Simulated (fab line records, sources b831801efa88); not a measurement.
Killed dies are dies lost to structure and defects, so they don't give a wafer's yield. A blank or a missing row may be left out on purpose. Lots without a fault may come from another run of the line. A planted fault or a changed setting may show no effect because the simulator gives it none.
Chamber matching | flow gf180mcu | GF_CONTACT_ETCH_16 on rie_diel-01: 4 sister chambers
The step etches BARC in N2/H2. 14 wafers are shown with their chamber, then 7 later ones without.

WAFERS WITH THEIR CHAMBER
wafer  | chamber | drypump_motor_current_A (A) | throttle_valve_pct (%) | oes_product_au (a.u.)
L832.1 | 2       | 5.4                         | 13.208                 | 0.862
L832.3 | 3       | 5.3                         | 13.223                 | 0.853
L832.4 | 0       | 5.3                         | 13.225                 | 0.857
L836.1 | 0       | 5.3                         | 13.236                 | 0.851
L836.4 | 3       | 5.4                         | 13.217                 | 0.854
L836.6 | 3       | 5.4                         | 13.207                 | 0.851
L837.2 | 0       | 5.3                         | 13.225                 | 0.857
L837.3 | 1       | 5.4                         | 13.225                 | 0.856
L837.6 | 0       | 5.3                         | 13.220                 | 0.857
L842.2 | 0       | 5.3                         | 13.230                 | 0.855
L842.5 | 3       | 5.3                         | 13.216                 | 0.851
L842.6 | 0       | 5.3                         | 13.231                 | 0.853
L845.3 | 2       | 5.4                         | 13.233                 | 0.847
L845.4 | 1       | 5.4                         | 13.238                 | 0.853

SIGNATURES (means of the wafers above)
reading                 | chamber 0 | chamber 1 | chamber 2 | chamber 3 | scatter within a chamber
drypump_motor_current_A | 5.300     | 5.400     | 5.400     | 5.350     | 0.0316
throttle_valve_pct      | 13.22783  | 13.23150  | 13.22050  | 13.21575  | 0.00829
oes_product_au          | 0.85500   | 0.85450   | 0.85450   | 0.85225   | 0.00395
Rule: a wafer's distance from a chamber is the root of the sum, over the readings, of the square of ((its reading less the chamber's mean) divided by the reading's scatter). The wafer belongs to the nearest chamber; if the next one is less than 2 further off, it can't be placed. The scatter: the root of (the sum of the squares of (reading less its chamber's mean) over the shown wafers, divided by (wafers less chambers)).

WAFERS WITHOUT THEIR CHAMBER
wafer  | drypump_motor_current_A (A) | throttle_valve_pct (%) | oes_product_au (a.u.)
L845.6 | 5.4                         | 13.218                 | 0.864
L846.3 | 5.4                         | 13.225                 | 0.858
L846.4 | 5.3                         | 13.198                 | 0.851
L846.5 | 5.3                         | 13.227                 | 0.855
L847.2 | 5.3                         | 13.219                 | 0.857
L847.4 | 5.3                         | 13.256                 | 0.855
L847.5 | 5.4                         | 13.219                 | 0.859

WHICH CHAMBER EACH WENT THROUGH
wafer  | from the rows above               | in truth
L845.6 | can't be placed: 2 or 1 or 3 or 0 | 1
L846.3 | can't be placed: 2 or 1 or 3      | 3
L846.4 | can't be placed: 3 or 0 or 2      | 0
L846.5 | 0                                 | 0
L847.2 | can't be placed: 0 or 3           | 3
L847.4 | can't be placed: 0 or 1 or 3 or 2 | 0
L847.5 | can't be placed: 2 or 1 or 3      | 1
Placed correctly: 1 of 7. Can't be placed from these rows: 6 (the true chamber is among the candidates in 6). Placed wrongly: 0.
